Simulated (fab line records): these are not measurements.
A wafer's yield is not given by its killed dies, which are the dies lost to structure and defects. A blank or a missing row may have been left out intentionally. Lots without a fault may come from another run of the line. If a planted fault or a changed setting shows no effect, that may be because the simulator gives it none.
Comparing a struck lot with a sound one + flow gf180mcu + 17 out of 602 route steps
Sound: these wafers, L657.3, L657.5, L657.6. Struck: wafers L649.2, L649.4 (left out: L649.1, a lot-mate that was not struck); the cause follows at the end.
Each step with rows lists, per side, the tool, then ch with its chambers, then its first start. Under that, the readings that differ: sound wafers + struck wafers + difference of the means + sigmas: that difference in standard deviations of wafers without a fault.
alike: words and numbers the same on both sides, and readings whose means are apart by under 2 such deviations; not compared: readings that were withheld, readings missing a value for some wafer, numbers with overlapping values and no deviation given by the record, and bounds like >300 which may hide the same value.
The two part at a step that has a row with sigmas, a row that says differs or no value, or rows on one side only. When numbers do not overlap yet have no deviation, they are printed without sigmas and do not part them. Lack of a reading on every wafer of one side parts them only where that side has two or more wafers.

first, 2 steps without rows for these wafers: GF_CONTACT_PEB_12 (peb time 90 s); GF_CONTACT_DEVELOP_13 (develop time 60 s).
GF_CONTACT_CD_MEAS_14 targets a cd of 220 nm.
  struck on cd sem-02, day 18 15:40; sound on cd sem-02, day 21 08:04
  alike: cd nm
GF_CONTACT_OVL_MEAS_15:
  struck on overlay-02, day 18 15:47; sound on overlay-02, day 21 08:09
  alike: CONTACT_OVL
then, 1 step without rows for these wafers: GF_CONTACT_ETCH_16 (etches BARC in N2/H2).
GF_CONTACT_ETCH_17: etches SiO2 in C4F8/O2/Ar, stops on CoSi2, target depth 860 nm.
  sound: rie diel-03 ch 0,1; struck: rie diel-04 ch 0,3
  alike: oes product au
GF_CONTACT_STRIP_18: strips in O2/N2.
  sound on plasma asher-04 ch 0,1, day 21 08:22; struck on plasma asher-04 ch 0,1, day 18 15:59
  alike: drypump motor current A, heater power w, n2 flow sccm, oes product au
  not compared: rf hours counter h
then, 3 steps without rows for these wafers: GF_CONTACT_CLEAN_19 (cleans in SPM); GF_CONTACT_CLEAN_20 (cleans in DIW); GF_CONTACT_CLEAN_21 (cleans in dHF, time 20 s).
GF_CONTACT_SPUTTER_22: material Ti, target thk 15 nm, time 80.02 s.
  struck on pvd sputter-01, day 18 16:18; sound on pvd sputter-02, day 21 08:38
  alike: throttle valve pct
GF_CONTACT_SPUTTER_23: material TiN, target thk 10 nm, time 40 s.
  struck on pvd sputter-01, day 18 16:22; sound on pvd sputter-02, day 21 08:42
  alike: throttle valve pct
GF_CONTACT_CVD_24: deposits W, target thk 300 nm, time 90.339 s.
  sound on cvd w-01 ch 0,1, day 21 08:46; struck on cvd w-02 ch 1, day 18 16:24
| reading                               | sound             | struck      | difference | sigmas |
|---------------------------------------|-------------------|-------------|------------|--------|
| model.W_of_CONTACT_CVD_24.thk nm (nm) | 298.3 300.8 303.1 | 268.8 271.7 | -30.5      |        |
  alike: heater power w
GF_CONTACT_RS_MEAS_25: measurement is done with a four-point probe.
  struck on film metro-02, day 18 16:47; sound on film metro-04, day 21 08:53
| reading               | sound             | struck      | difference | sigmas |
|-----------------------|-------------------|-------------|------------|--------|
| CONTACT_W_RS (ohm/sq) | 0.386 0.381 0.379 | 0.428 0.423 | +0.043     | +8     |
  not compared: hold
GF_CONTACT_THK_MEAS_26: measures by xrf.
  struck on film metro-02, day 19 02:53; sound on film metro-04, day 21 08:59
| reading            | sound       | struck  | difference | sigmas |
|--------------------|-------------|---------|------------|--------|
| CONTACT_W_THK (nm) | 294 295 298 | 268 270 | -27        | -5     |
  not compared: hold
GF_CONTACT_CMP_27: polishes, stops on SiO2, t overpolish 15 s, target thk 0 nm.
  sound on cmp-01 ch 1,2, day 21 09:01; struck on cmp-02 ch 0,1, day 19 04:19
| reading | sound | struck                                            | difference                   | sigmas |
|---------|-------|---------------------------------------------------|------------------------------|--------|
| hold    | - - - | await dispo/1.3h/release await dispo/1.3h/release | no value on the sound wafers |        |
  alike: head pressure psi, motor current A, time to endpoint s
-- the record jumps here: 12 days lie between the struck wafers' starts before and after (it left off in module CONTACT and takes up again in module PASSIVATION, whose first step shown is number 602 of the route) --
GF_PASSIVATION_PROBE_99:
  record: rows for the struck wafers here (prober-01, day 31 02:40), none for the sound ones

## WHERE THEY PART
Earliest at GF_CONTACT_RS_MEAS_25; latest, in this record, at GF_PASSIVATION_PROBE_99.

WHY: the cause the simulator had injected
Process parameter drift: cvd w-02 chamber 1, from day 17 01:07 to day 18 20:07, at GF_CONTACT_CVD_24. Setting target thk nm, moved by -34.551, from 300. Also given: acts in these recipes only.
